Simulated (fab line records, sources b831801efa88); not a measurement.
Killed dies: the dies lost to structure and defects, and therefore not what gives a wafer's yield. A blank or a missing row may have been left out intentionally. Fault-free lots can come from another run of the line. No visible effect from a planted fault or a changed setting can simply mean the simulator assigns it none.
The tool behind it: which one? -- flow sky130 -- 6 lots, 16 wafers sampled, at 1 step of a route of 708

== WHAT THE GAUGES SHOWED, per wafer ==
SKY_FIELD_ISO_BOW_MEAS_00.
lot,measured,on,INCOMING_BOW (um)
L503,day 1 20:01,film metro-01,5 9 2
L505,day 2 06:01,film metro-02,4 -9 2
L508,day 2 21:01,film metro-04,4 -4 3
L515,day 4 08:00,film metro-01,-9 13
L518,day 4 23:01,film metro-04,7 3
L522,day 5 19:01,film metro-04,-1 2 4

== TOOL THAT RAN EACH LOT (tool first, then ch and the chambers of the sampled wafers, then the start) ==
There is no process step in the record ahead of these readings.

== THE ANSWER, worked out from the rows above alone ==
Rule: the lots themselves supply what counts as usual. Put in order of their means at a reading, lots are off if they are a third of the lots or fewer, leave a main group of 4 or more, and stand apart from it by a gap of 3 or more times the standard deviation of the main group's means; of several such gaps the widest counts. Not used: any main group whose means are identical at the precision the tables above print for the reading. A lot without any number at a reading at which 4 lots or more have one is off too. The other lots that the step has rows for count as sound.
No lot is off on any of the readings shown, so nothing can be concluded from this.

== WHAT THE SIMULATOR HAD INSERTED ==
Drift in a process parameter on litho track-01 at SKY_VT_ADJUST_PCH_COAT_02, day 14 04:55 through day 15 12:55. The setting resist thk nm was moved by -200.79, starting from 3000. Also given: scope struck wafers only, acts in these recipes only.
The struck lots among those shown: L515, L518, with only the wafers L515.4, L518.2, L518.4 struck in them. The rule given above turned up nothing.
